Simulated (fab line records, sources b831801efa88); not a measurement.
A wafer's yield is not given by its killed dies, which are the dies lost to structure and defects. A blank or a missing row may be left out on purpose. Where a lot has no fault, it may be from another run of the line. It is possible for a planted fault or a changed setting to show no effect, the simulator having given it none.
Matching of chambers :: flow gf180mcu :: GF_V5_CMP_26 on cmp-02: 4 sister chambers
The step polishes, stops on SiO2, t overpolish 15 s, target thk 0 nm. 27 wafers are shown with their chamber, then 12 later ones without.

== WAFERS, EACH WITH ITS CHAMBER ==
wafer: L075.1
chamber: 3
motor current A (A): 9.2
time to endpoint s (s): 88
overpolish run s (s): 15.000

wafer: L075.5
chamber: 3
motor current A (A): 8.9
time to endpoint s (s): 92
overpolish run s (s): 15.002

wafer: L075.6
chamber: 0
motor current A (A): 9.9
time to endpoint s (s): 88
overpolish run s (s): 14.990

wafer: L076.3
chamber: 3
motor current A (A): 8.6
time to endpoint s (s): 86
overpolish run s (s): 14.999

wafer: L076.5
chamber: 3
motor current A (A): 8.9
time to endpoint s (s): 88
overpolish run s (s): 14.991

wafer: L076.6
chamber: 2
motor current A (A): 12.0
time to endpoint s (s): 83
overpolish run s (s): 14.982

wafer: L079.2
chamber: 0
motor current A (A): 9.4
time to endpoint s (s): 87
overpolish run s (s): 15.007

wafer: L079.4
chamber: 1
motor current A (A): 10.9
time to endpoint s (s): 83
overpolish run s (s): 14.998

wafer: L079.6
chamber: 0
motor current A (A): 9.4
time to endpoint s (s): 90
overpolish run s (s): 15.006

wafer: L081.2
chamber: 0
motor current A (A): 9.3
time to endpoint s (s): 87
overpolish run s (s): 15.000

wafer: L081.3
chamber: 3
motor current A (A): 8.9
time to endpoint s (s): 83
overpolish run s (s): 14.996

wafer: L081.4
chamber: 2
motor current A (A): 12.7
time to endpoint s (s): 78
overpolish run s (s): 15.010

wafer: L082.3
chamber: 1
motor current A (A): 10.7
time to endpoint s (s): 87
overpolish run s (s): 15.001

wafer: L082.4
chamber: 0
motor current A (A): 10.0
time to endpoint s (s): 89
overpolish run s (s): 15.002

wafer: L082.6
chamber: 2
motor current A (A): 12.5
time to endpoint s (s): 85
overpolish run s (s): 15.017

wafer: L083.1
chamber: 2
motor current A (A): 12.5
time to endpoint s (s): 84
overpolish run s (s): 15.000

wafer: L083.2
chamber: 1
motor current A (A): 10.5
time to endpoint s (s): 86
overpolish run s (s): 15.001

wafer: L083.3
chamber: 0
motor current A (A): 9.8
time to endpoint s (s): 91
overpolish run s (s): 14.995

wafer: L083.4
chamber: 3
motor current A (A): 9.1
time to endpoint s (s): 87
overpolish run s (s): 15.009

wafer: L083.5
chamber: 3
motor current A (A): 9.1
time to endpoint s (s): 90
overpolish run s (s): 14.996

wafer: L083.6
chamber: 2
motor current A (A): 12.2
time to endpoint s (s): 81
overpolish run s (s): 15.008

wafer: L088.2
chamber: 1
motor current A (A): 10.2
time to endpoint s (s): 85
overpolish run s (s): 15.004

wafer: L088.3
chamber: 2
motor current A (A): 12.6
time to endpoint s (s): 84
overpolish run s (s): 15.000

wafer: L088.5
chamber: 0
motor current A (A): 9.7
time to endpoint s (s): 88
overpolish run s (s): 15.002

wafer: L090.1
chamber: 0
motor current A (A): 9.9
time to endpoint s (s): 86
overpolish run s (s): 14.976

wafer: L090.4
chamber: 2
motor current A (A): 12.0
time to endpoint s (s): 85
overpolish run s (s): 15.004

wafer: L090.5
chamber: 3
motor current A (A): 9.1
time to endpoint s (s): 85
overpolish run s (s): 14.998

SIGNATURES (means of the wafers above)
reading: motor current A
chamber 0: 9.675
chamber 1: 10.575
chamber 2: 12.357
chamber 3: 8.975
scatter within a chamber: 0.258

reading: time to endpoint s
chamber 0: 88.25
chamber 1: 85.25
chamber 2: 82.86
chamber 3: 87.38
scatter within a chamber: 2.31

reading: overpolish run s
chamber 0: 14.99725
chamber 1: 15.00100
chamber 2: 15.00300
chamber 3: 14.99887
scatter within a chamber: 0.00853
Rule: for each reading, subtract the chamber's mean from the wafer's reading, divide by that reading's scatter and square the result; add these up over the readings and take the root, which gives the wafer's distance from the chamber. If the next closest chamber is less than 2 further off than the closest, the wafer can't be placed; otherwise it belongs to the closest. How the scatter is found: for the shown wafers, subtract from each reading the mean of its chamber, square and add these, divide the total by (wafers less chambers), then take the root.

== WAFERS WHOSE CHAMBER IS MISSING ==
wafer: L091.1
motor current A (A): 12.4
time to endpoint s (s): 78
overpolish run s (s): 14.993

wafer: L091.2
motor current A (A): 10.9
time to endpoint s (s): 83
overpolish run s (s): 15.006

wafer: L091.5
motor current A (A): 11.1
time to endpoint s (s): 83
overpolish run s (s): 14.984

wafer: L092.2
motor current A (A): 9.1
time to endpoint s (s): 81
overpolish run s (s): 14.977

wafer: L092.4
motor current A (A): 12.7
time to endpoint s (s): 80
overpolish run s (s): 15.007

wafer: L092.5
motor current A (A): 12.5
time to endpoint s (s): 81
overpolish run s (s): 14.987

wafer: L095.1
motor current A (A): 12.3
time to endpoint s (s): 79
overpolish run s (s): 14.988

wafer: L095.4
motor current A (A): 9.6
time to endpoint s (s): 86
overpolish run s (s): 15.017

wafer: L095.5
motor current A (A): 10.8
time to endpoint s (s): 81
overpolish run s (s): 14.998

wafer: L097.1
motor current A (A): 10.0
time to endpoint s (s): 79
overpolish run s (s): 15.002

wafer: L097.5
motor current A (A): 9.9
time to endpoint s (s): 86
overpolish run s (s): 14.993

wafer: L097.6
motor current A (A): 10.4
time to endpoint s (s): 78
overpolish run s (s): 14.994

== THE CHAMBER EACH PASSED THROUGH ==
wafer: L091.1
from the rows above: 2
in truth: 2

wafer: L091.2
from the rows above: 1
in truth: 1

wafer: L091.5
from the rows above: 1
in truth: 1

wafer: L092.2
from the rows above: can't be placed: 3 or 0
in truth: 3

wafer: L092.4
from the rows above: 2
in truth: 2

wafer: L092.5
from the rows above: 2
in truth: 2

wafer: L095.1
from the rows above: 2
in truth: 2

wafer: L095.4
from the rows above: can't be placed: 0 or 3 or 1
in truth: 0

wafer: L095.5
from the rows above: 1
in truth: 1

wafer: L097.1
from the rows above: can't be placed: 1 or 0 or 3
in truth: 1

wafer: L097.5
from the rows above: can't be placed: 0 or 1
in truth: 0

wafer: L097.6
from the rows above: can't be placed: 1 or 0
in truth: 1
7 of 12 placed correctly. Not placeable from these rows: 5 (in 5, the candidates include the true chamber). Placed wrongly: 0.
